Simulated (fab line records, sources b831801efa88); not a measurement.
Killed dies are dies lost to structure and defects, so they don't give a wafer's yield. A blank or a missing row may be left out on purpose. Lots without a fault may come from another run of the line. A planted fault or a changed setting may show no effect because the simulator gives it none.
Which tool did it? | flow sky130 | 24 lots, 72 wafers sampled, at 6 steps of a route of 708

WHAT THE GAUGES READ, wafer by wafer
SKY_METAL2_CD_MEAS_15: target cd 140 nm. Usual: cd_nm 140.0 nm, standard deviation 1.6.
lot  | measured     | on        | cd_nm (nm)        | flag
L074 | day 35 02:21 | cd_sem-01 | 137.6 138.7 139.7 |
L075 | day 35 04:31 | cd_sem-02 | 140.4 139.7 140.6 |
L076 | day 35 11:45 | cd_sem-02 | 140.3 140.7 141.2 |
L077 | day 37 11:50 | cd_sem-01 | 139.3 140.3 140.6 |
L078 | day 37 11:47 | cd_sem-02 | 141.6 142.4 140.8 |
L079 | day 37 05:31 | cd_sem-02 | 141.0 141.9 140.8 |
L080 | day 37 14:02 | cd_sem-02 | 139.9 141.0 141.6 |
L081 | day 37 12:28 | cd_sem-02 | 141.5 143.8 142.4 |
L082 | day 37 18:29 | cd_sem-02 | 141.3 141.9 141.2 |
L083 | day 39 03:31 | cd_sem-02 | 138.7 136.8 138.6 |
L084 | day 39 04:28 | cd_sem-02 | 139.2 138.7 138.4 |
L085 | day 39 07:38 | cd_sem-02 | 138.2 137.5 137.9 |
L086 | day 39 05:22 | cd_sem-01 | 143.9 141.3 141.1 |
L087 | day 39 08:49 | cd_sem-01 | 139.2 137.6 137.8 |
L088 | day 39 15:57 | cd_sem-02 | 137.8 138.1 137.7 |
L089 | day 39 13:26 | cd_sem-01 | 139.4 138.7 137.9 |
L090 | day 40 00:28 | cd_sem-01 | 141.1 140.6 140.8 |
L091 | day 40 04:17 | cd_sem-01 | 139.6 140.1 138.8 |
L092 | day 40 11:23 | cd_sem-02 | 138.0 138.9 138.8 |
L093 | day 41 02:23 | cd_sem-01 | 140.0 141.9 140.8 |
L094 | day 40 23:28 | cd_sem-01 | 139.3 139.4 141.1 |
L095 | day 41 03:37 | cd_sem-02 | 140.2 140.9 139.2 |
L096 | day 41 15:37 | cd_sem-02 | 141.0 140.0 140.7 |
L097 | day 41 18:34 | cd_sem-01 | 140.1 139.1 139.1 |

SKY_VIA3_OVL_MEAS_13. Usual: VIA3_OVL 5 nm, standard deviation 5.3.
lot  | measured     | on         | VIA3_OVL (nm) | flag
L074 | day 39 14:54 | overlay-01 | -1 3 13       |
L075 | day 39 19:29 | overlay-01 | 4 2 4         |
L076 | day 40 01:14 | overlay-02 | 5 8 9         |
L077 | day 41 21:02 | overlay-02 | 10 12 9       |
L078 | day 41 20:29 | overlay-02 | 10 5 7        |
L079 | day 41 14:41 | overlay-01 | 5 8 2         |
L080 | day 42 02:14 | overlay-01 | 12 6 9        |
L081 | day 41 21:55 | overlay-01 | -2 0 6        |
L082 | day 42 02:35 | overlay-01 | 6 7 11        |
L083 | day 43 09:10 | overlay-01 | 8 -8 3        |
L084 | day 43 10:19 | overlay-02 | 3 2 0         |
L085 | day 43 13:02 | overlay-01 | 7 0 3         |
L086 | day 43 10:23 | overlay-01 | 4 10 9        |
L087 | day 43 14:11 | overlay-01 | 13 14 7       |
L088 | day 43 20:14 | overlay-02 | 9 5 5         |
L089 | day 43 15:38 | overlay-01 | -1 -8 -12     |
L090 | day 44 05:26 | overlay-01 | -4 3 1        |
L091 | day 44 08:25 | overlay-01 | 8 8 1         |
L092 | day 44 13:11 | overlay-01 | 12 10 12      |
L093 | day 45 05:41 | overlay-01 | 1 4 6         |
L094 | day 45 00:55 | overlay-01 | 9 0 2         |
L095 | day 45 06:05 | overlay-01 | -3 -3 -4      |
L096 | day 45 16:45 | overlay-02 | 9 7 6         |
L097 | day 45 18:33 | overlay-02 | 6 5 4         |

WHICH TOOL RAN EACH LOT (tool, then ch and the chambers of the sampled wafers, then the start)
lot  | SKY_FIELD_ISO_ETCH_14             | SKY_LDD_N_STRIP_16                   | SKY_CONTACT_CVD_24            | SKY_METAL1_ETCH_18
L074 | rie_diel-01 ch 0,1,2, day 2 04:05 | plasma_asher-02 ch 0,1, day 17 15:57 | cvd_w-02 ch 0,1, day 31 12:24 | rie_metal-04 ch 0,1, day 32 17:05
L075 | rie_diel-04 ch 0,1, day 2 09:39   | plasma_asher-02 ch 0,1, day 17 21:23 | cvd_w-02 ch 0,1, day 31 15:37 | rie_metal-04 ch 0,1, day 32 19:07
L076 | rie_diel-01 ch 2,3, day 2 14:56   | plasma_asher-02 ch 0,1, day 18 04:56 | cvd_w-01 ch 0,1, day 31 23:40 | rie_metal-03 ch 0,1, day 33 03:31
L077 | rie_diel-03 ch 1,2,3, day 2 22:32 | plasma_asher-03 ch 0,1, day 20 10:02 | cvd_w-01 ch 0,1, day 33 23:53 | rie_metal-03 ch 0, day 35 03:45
L078 | rie_diel-03 ch 0,3, day 3 03:14   | plasma_asher-02 ch 0,1, day 20 10:27 | cvd_w-02 ch 0,1, day 33 23:37 | rie_metal-01 ch 0,1, day 35 03:44
L079 | rie_diel-03 ch 1,2,3, day 3 07:45 | plasma_asher-02 ch 0,1, day 20 06:26 | cvd_w-01 ch 0,1, day 33 18:52 | rie_metal-04 ch 0,1, day 34 21:56
L080 | rie_diel-04 ch 0,2,3, day 3 14:02 | plasma_asher-02 ch 0,1, day 20 15:45 | cvd_w-02 ch 0,1, day 34 01:57 | rie_metal-03 ch 0,1, day 35 05:41
L081 | rie_diel-03 ch 1,2, day 3 20:05   | plasma_asher-03 ch 0,1, day 20 14:29 | cvd_w-02 ch 0,1, day 34 00:14 | rie_metal-04 ch 0,1, day 35 04:07
L082 | rie_diel-01 ch 0,2,3, day 3 23:47 | plasma_asher-02 ch 1, day 20 19:41   | cvd_w-01 ch 0,1, day 34 07:58 | rie_metal-01 ch 0,1, day 35 11:20
L083 | rie_diel-01 ch 0,1,3, day 4 04:09 | plasma_asher-04 ch 0,1, day 22 11:17 | cvd_w-01 ch 0,1, day 35 16:51 | rie_metal-04 ch 0,1, day 36 20:22
L084 | rie_diel-04 ch 0,2,3, day 4 11:05 | plasma_asher-04 ch 0,1, day 22 13:23 | cvd_w-02 ch 0,1, day 35 17:06 | rie_metal-03 ch 0,1, day 36 20:43
L085 | rie_diel-03 ch 0,1,3, day 4 14:59 | plasma_asher-02 ch 0,1, day 22 14:32 | cvd_w-02 ch 0,1, day 35 22:40 | rie_metal-04 ch 0,1, day 37 02:03
L086 | rie_diel-01 ch 2,3, day 4 20:05   | plasma_asher-02 ch 0,1, day 22 13:38 | cvd_w-01 ch 0,1, day 35 20:43 | rie_metal-01 ch 0,1, day 36 23:28
L087 | rie_diel-03 ch 0,3, day 5 03:29   | plasma_asher-02 ch 0,1, day 22 16:23 | cvd_w-01 ch 0,1, day 35 23:01 | rie_metal-03 ch 0,1, day 37 02:18
L088 | rie_diel-01 ch 0,2,3, day 5 08:23 | plasma_asher-02 ch 0,1, day 22 23:17 | cvd_w-01 ch 0,1, day 36 06:17 | rie_metal-04 ch 1, day 37 09:36
L089 | rie_diel-04 ch 0,3, day 5 11:29   | plasma_asher-04 ch 0,1, day 22 22:23 | cvd_w-02 ch 0,1, day 36 05:02 | rie_metal-01 ch 0, day 37 08:24
L090 | rie_diel-01 ch 1,2,3, day 5 18:38 | plasma_asher-03 ch 0,1, day 23 12:38 | cvd_w-01 ch 0, day 36 16:00   | rie_metal-01 ch 0, day 37 19:18
L091 | rie_diel-03 ch 1,2,3, day 5 20:53 | plasma_asher-02 ch 0,1, day 23 16:47 | cvd_w-02 ch 0,1, day 36 19:18 | rie_metal-04 ch 0,1, day 37 22:36
L092 | rie_diel-03 ch 0,1,3, day 6 02:41 | plasma_asher-03 ch 0,1, day 24 02:59 | cvd_w-02 ch 1, day 37 05:18   | rie_metal-03 ch 0,1, day 38 08:00
L093 | rie_diel-01 ch 0,2,3, day 6 07:08 | plasma_asher-03 ch 1, day 24 19:29   | cvd_w-02 ch 0,1, day 37 21:22 | rie_metal-04 ch 1, day 38 23:33
L094 | rie_diel-04 ch 2,3, day 6 14:14   | plasma_asher-03 ch 0,1, day 24 16:50 | cvd_w-02 ch 0,1, day 37 16:16 | rie_metal-04 ch 1, day 38 19:23
L095 | rie_diel-04 ch 0,1,2, day 6 17:05 | plasma_asher-03 ch 0,1, day 24 21:02 | cvd_w-01 ch 0,1, day 37 22:45 | rie_metal-03 ch 0,1, day 39 00:35
L096 | rie_diel-01 ch 1,2,3, day 7 02:02 | plasma_asher-04 ch 0,1, day 25 14:39 | cvd_w-01 ch 0,1, day 38 12:39 | rie_metal-04 ch 0,1, day 39 13:42
L097 | rie_diel-04 ch 0,2,3, day 7 05:50 | plasma_asher-03 ch 0,1, day 25 15:41 | cvd_w-01 ch 0,1, day 38 14:31 | rie_metal-03 ch 0,1, day 39 16:18
- SKY_FIELD_ISO_ETCH_14: etches BARC in N2/H2, stops on SiO2, time 45.9 s, target depth 60 nm.
- SKY_LDD_N_STRIP_16: strips in O2/N2.
- SKY_CONTACT_CVD_24: deposits W, target thk 340 nm, time 102.12 s.
- SKY_METAL1_ETCH_18: etches BARC in N2/H2, stops on SiO2, time 45.9 s, target depth 60 nm.

WHAT THE TOOLS THEMSELVES READ (means of the sampled wafers that have a number; where no wafer has one, the mark that the record gives instead)
SKY_FIELD_ISO_ETCH_14. Usual: bias_w 99.96 W, standard deviation 0.27; chamber_pressure_mTorr 29.999 mTorr, standard deviation 0.026; drypump_motor_current_A 5.6 A, standard deviation 0.52; oes_product_au 0.854 a.u., standard deviation 0.0045; throttle_valve_pct 13.224 %, standard deviation 0.0091.
lot  | tool        | bias_w (W) | chamber_pressure_mTorr (mTorr) | drypump_motor_current_A (A) | oes_product_au (a.u.) | throttle_valve_pct (%) | flag
L074 | rie_diel-01 | 100.04     | 30.012                         | 5.2                         | 0.853                 | 13.221                 |
L075 | rie_diel-04 | 100.00     | 30.013                         | 5.6                         | 0.858                 | 13.226                 |
L076 | rie_diel-01 | 99.84      | 29.990                         | 5.4                         | 0.854                 | 13.229                 |
L077 | rie_diel-03 | 99.92      | 30.022                         | 5.8                         | 0.853                 | 13.220                 |
L078 | rie_diel-03 | 100.14     | 30.007                         | 6.0                         | 0.854                 | 13.231                 |
L079 | rie_diel-03 | 100.05     | 29.994                         | 5.8                         | 0.853                 | 13.215                 |
L080 | rie_diel-04 | 99.87      | 29.993                         | 5.3                         | 0.855                 | 13.222                 |
L081 | rie_diel-03 | 100.34     | 30.006                         | 5.8                         | 0.853                 | 13.227                 |
L082 | rie_diel-01 | 99.79      | 29.983                         | 5.6                         | 0.854                 | 13.222                 |
L083 | rie_diel-01 | 99.93      | 29.976                         | 5.6                         | 0.852                 | 13.218                 |
L084 | rie_diel-04 | 99.67      | 30.002                         | 5.3                         | 0.855                 | 13.226                 |
L085 | rie_diel-03 | 100.34     | 30.025                         | 6.0                         | 0.856                 | 13.229                 |
L086 | rie_diel-01 | 99.98      | 30.000                         | 5.4                         | 0.851                 | 13.216                 |
L087 | rie_diel-03 | 100.01     | 30.010                         | 6.3                         | 0.847                 | 13.227                 |
L088 | rie_diel-01 | 99.90      | 29.978                         | 5.6                         | 0.847                 | 13.222                 |
L089 | rie_diel-04 | 99.66      | 29.993                         | 5.4                         | 0.859                 | 13.221                 |
L090 | rie_diel-01 | 99.91      | 30.039                         | 5.4                         | 0.859                 | 13.222                 |
L091 | rie_diel-03 | 99.87      | 29.990                         | 5.8                         | 0.855                 | 13.218                 |
L092 | rie_diel-03 | 100.05     | 29.990                         | 6.0                         | 0.854                 | 13.221                 |
L093 | rie_diel-01 | 100.14     | 29.983                         | 5.6                         | 0.855                 | 13.215                 |
L094 | rie_diel-04 | 100.00     | 29.986                         | 5.1                         | 0.850                 | 13.217                 |
L095 | rie_diel-04 | 99.95      | 30.005                         | 5.3                         | 0.859                 | 13.226                 |
L096 | rie_diel-01 | 100.24     | 30.011                         | 5.4                         | 0.852                 | 13.220                 |
L097 | rie_diel-04 | 99.94      | 29.963                         | 5.3                         | 0.856                 | 13.231                 |

SKY_LDD_N_STRIP_16. Usual: chamber_pressure_mTorr 1500.2 mTorr, standard deviation 1.3; drypump_motor_current_A 5.6 A, standard deviation 0.5; oes_product_au 0.406 a.u., standard deviation 0.0048; strip_time_to_endpoint_s 4.322 s, standard deviation 0.013.
lot  | tool            | chamber_pressure_mTorr (mTorr) | drypump_motor_current_A (A) | oes_product_au (a.u.) | strip_time_to_endpoint_s (s) | flag
L074 | plasma_asher-02 | 1500.2                         | 5.2                         | 0.403                 | 4.339                        |
L075 | plasma_asher-02 | 1500.1                         | 5.2                         | 0.408                 | 4.312                        |
L076 | plasma_asher-02 | 1499.6                         | 5.2                         | 0.408                 | 4.320                        |
L077 | plasma_asher-03 | 1500.1                         | 6.3                         | 0.403                 | 4.322                        |
L078 | plasma_asher-02 | 1500.5                         | 5.3                         | 0.410                 | 4.324                        |
L079 | plasma_asher-02 | 1500.9                         | 5.2                         | 0.412                 | 4.336                        |
L080 | plasma_asher-02 | 1500.5                         | 5.3                         | 0.405                 | 4.340                        |
L081 | plasma_asher-03 | 1499.4                         | 6.0                         | 0.408                 | 4.311                        |
L082 | plasma_asher-02 | 1500.3                         | 5.5                         | 0.403                 | 4.313                        |
L083 | plasma_asher-04 | 1500.0                         | 5.9                         | 0.408                 | 4.330                        |
L084 | plasma_asher-04 | 1499.2                         | 5.9                         | 0.410                 | 4.326                        |
L085 | plasma_asher-02 | 1499.5                         | 5.2                         | 0.408                 | 4.318                        |
L086 | plasma_asher-02 | 1500.1                         | 5.3                         | 0.402                 | 4.310                        |
L087 | plasma_asher-02 | 1500.0                         | 5.2                         | 0.404                 | 4.304                        |
L088 | plasma_asher-02 | 1499.8                         | 5.3                         | 0.408                 | 4.337                        |
L089 | plasma_asher-04 | 1501.7                         | 5.9                         | 0.405                 | 4.328                        |
L090 | plasma_asher-03 | 1500.4                         | 6.3                         | 0.408                 | 4.317                        |
L091 | plasma_asher-02 | 1500.8                         | 5.2                         | 0.405                 | 4.329                        |
L092 | plasma_asher-03 | 1499.8                         | 6.0                         | 0.405                 | 4.317                        |
L093 | plasma_asher-03 | 1500.0                         | 6.4                         | 0.407                 | 4.321                        |
L094 | plasma_asher-03 | 1501.9                         | 6.0                         | 0.406                 | 4.319                        |
L095 | plasma_asher-03 | 1500.5                         | 6.2                         | 0.402                 | 4.324                        |
L096 | plasma_asher-04 | 1500.0                         | 5.9                         | 0.410                 | 4.314                        |
L097 | plasma_asher-03 | 1499.5                         | 6.0                         | 0.405                 | 4.333                        |

SKY_CONTACT_CVD_24. Usual: heater_power_w 853 W, standard deviation 57.
lot  | tool     | heater_power_w (W) | flag
L074 | cvd_w-02 | 841                |
L075 | cvd_w-02 | 835                |
L076 | cvd_w-01 | 837                |
L077 | cvd_w-01 | 887                |
L078 | cvd_w-02 | 838                |
L079 | cvd_w-01 | 827                |
L080 | cvd_w-02 | 841                |
L081 | cvd_w-02 | 854                |
L082 | cvd_w-01 | 873                |
L083 | cvd_w-01 | 894                |
L084 | cvd_w-02 | 858                |
L085 | cvd_w-02 | 846                |
L086 | cvd_w-01 | 888                |
L087 | cvd_w-01 | 836                |
L088 | cvd_w-01 | 845                |
L089 | cvd_w-02 | 834                |
L090 | cvd_w-01 | 792                |
L091 | cvd_w-02 | 840                |
L092 | cvd_w-02 | 855                |
L093 | cvd_w-02 | 849                |
L094 | cvd_w-02 | 849                |
L095 | cvd_w-01 | 842                |
L096 | cvd_w-01 | 908                |
L097 | cvd_w-01 | 849                |

SKY_METAL1_ETCH_18. Usual: bias_w 100.0 W, standard deviation 0.34; chamber_pressure_mTorr 30.002 mTorr, standard deviation 0.026; drypump_motor_current_A 5.79 A, standard deviation 0.22; oes_product_au 0.854 a.u., standard deviation 0.0045; throttle_valve_pct 13.225 %, standard deviation 0.0086.
lot  | tool         | bias_w (W) | chamber_pressure_mTorr (mTorr) | drypump_motor_current_A (A) | oes_product_au (a.u.) | throttle_valve_pct (%) | flag
L074 | rie_metal-04 | 100.3      | 30.011                         | 5.89                        | 0.853                 | 13.229                 |
L075 | rie_metal-04 | 99.7       | 29.994                         | 5.88                        | 0.858                 | 13.228                 |
L076 | rie_metal-03 | 100.1      | 30.040                         | 5.82                        | 0.856                 | 13.218                 |
L077 | rie_metal-03 | 99.8       | 30.014                         | 5.99                        | 0.854                 | 13.233                 |
L078 | rie_metal-01 | 100.1      | 29.989                         | 5.44                        | 0.856                 | 13.227                 |
L079 | rie_metal-04 | 99.8       | 30.000                         | 5.83                        | 0.850                 | 13.227                 |
L080 | rie_metal-03 | 100.3      | 29.968                         | 5.91                        | 0.855                 | 13.227                 |
L081 | rie_metal-04 | 99.9       | 29.988                         | 5.89                        | 0.855                 | 13.223                 |
L082 | rie_metal-01 | 100.2      | 30.002                         | 5.64                        | 0.855                 | 13.221                 |
L083 | rie_metal-04 | 99.7       | 30.035                         | 5.81                        | 0.849                 | 13.226                 |
L084 | rie_metal-03 | 99.8       | 29.981                         | 5.84                        | 0.852                 | 13.215                 |
L085 | rie_metal-04 | 100.0      | 29.991                         | 5.87                        | 0.857                 | 13.220                 |
L086 | rie_metal-01 | 99.9       | 30.017                         | 5.60                        | 0.855                 | 13.227                 |
L087 | rie_metal-03 | 99.9       | 29.987                         | 5.83                        | 0.854                 | 13.229                 |
L088 | rie_metal-04 | 100.1      | 29.979                         | 5.94                        | 0.856                 | 13.231                 |
L089 | rie_metal-01 | 99.9       | 30.022                         | 5.82                        | 0.851                 | 13.218                 |
L090 | rie_metal-01 | 99.6       | 29.994                         | 5.85                        | 0.849                 | 13.219                 |
L091 | rie_metal-04 | 100.0      | 30.007                         | 5.81                        | 0.855                 | 13.229                 |
L092 | rie_metal-03 | 99.9       | 30.007                         | 5.90                        | 0.852                 | 13.220                 |
L093 | rie_metal-04 | 100.6      | 29.985                         | 5.95                        | 0.852                 | 13.224                 |
L094 | rie_metal-04 | 99.6       | 30.012                         | 5.93                        | 0.859                 | 13.216                 |
L095 | rie_metal-03 | 99.8       | 29.998                         | 5.91                        | 0.855                 | 13.225                 |
L096 | rie_metal-04 | 100.0      | 30.017                         | 5.87                        | 0.853                 | 13.218                 |
L097 | rie_metal-03 | 99.7       | 30.008                         | 5.91                        | 0.853                 | 13.228                 |

THE ANSWER, worked out from the rows above alone
Rule: a lot is off if the mean of its wafers that have a number lies more than 3 standard deviations from the usual mean. A lot without any number at a reading at which 4 lots or more have one is off too. The other lots that the step has rows for count as sound. The gauges are gone through in route order, then the tools' own readings, and for those a lot's mean is taken as printed above. The first step at which some lot is off is used, and at that step the reading that is off furthest; a lot without a number counts as furthest.
No lot is off at any reading shown: from this, nothing can be told.

WHAT THE SIMULATOR HAD PUT IN
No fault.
